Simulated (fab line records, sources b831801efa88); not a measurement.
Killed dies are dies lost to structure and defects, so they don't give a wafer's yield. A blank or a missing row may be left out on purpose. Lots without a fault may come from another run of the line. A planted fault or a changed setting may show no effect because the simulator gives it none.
Which tool did it? | flow sfq_line | 7 lots, 21 wafers sampled, at 2 steps of a route of 325

WHAT THE GAUGES READ, wafer by wafer
SFQ_M6_RS_MEAS_938: measures by four-point-probe.
lot  | measured     | on            | M6_NB_RS (ohm/sq)
L890 | day 69 20:28 | film_metro-04 | 0.883 0.883 0.894
L893 | day 70 07:26 | film_metro-02 | 0.900 0.905 0.911
L895 | day 70 11:18 | film_metro-03 | 0.894 0.892 0.884
L899 | day 71 11:22 | film_metro-03 | 1.478 0.885 0.882 1.479 0.885 0.882
L903 | day 72 08:56 | film_metro-02 | 0.900 0.894 0.897
L908 | day 73 12:48 | film_metro-03 | 0.883 0.894 0.899
L910 | day 73 23:44 | film_metro-02 | 0.897 0.909 0.902

WHICH TOOL RAN EACH LOT (tool, then ch and the chambers of the sampled wafers, then the start)
lot  | SFQ_TRILAYER_M6_DEP_SPUTTER_157
L890 | pvd_sputter-05, day 69 20:23
L893 | pvd_sputter-04, day 70 07:19
L895 | pvd_sputter-05, day 70 11:13
L899 | pvd_sputter-04, day 71 11:15
L903 | pvd_sputter-06, day 72 08:51
L908 | pvd_sputter-06, day 73 12:43
L910 | pvd_sputter-05, day 73 23:37
- SFQ_TRILAYER_M6_DEP_SPUTTER_157: material Nb, target thk 200 nm, time 133.3 s.

THE ANSWER, worked out from the rows above alone
Rule: what is usual is taken from the lots themselves. Put in order of their means at a reading, lots are off if they are a third of the lots or fewer, leave a main group of 4 or more, and stand apart from it by a gap of 3 or more times the standard deviation of the main group's means; of several such gaps the widest counts. A main group whose means are all the same, to the digits that the tables above print for the reading, isn't used. A lot without any number at a reading at which 4 lots or more have one is off too. The other lots that the step has rows for count as sound.
Off: L899, at SFQ_M6_RS_MEAS_938 (M6_NB_RS). The main group: mean 0.896 ohm/sq, standard deviation 0.0067.
A tool fits if, at a process step before that reading, it ran every lot that is off, and no sound lot after the first of them. The gauges at SFQ_M6_RS_MEAS_938 are tried like those tools. One fits: pvd_sputter-04 at SFQ_TRILAYER_M6_DEP_SPUTTER_157. Its last sound lot is L893 (day 70 07:19), its first lot that is off L899 (day 71 11:15): a fault that began between those two fits.

WHAT THE SIMULATOR HAD PUT IN
Process parameter drift: pvd_sputter-04, from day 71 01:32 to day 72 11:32, at SFQ_TRILAYER_M6_DEP_SPUTTER_157. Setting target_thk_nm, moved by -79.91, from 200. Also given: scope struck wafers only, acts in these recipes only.
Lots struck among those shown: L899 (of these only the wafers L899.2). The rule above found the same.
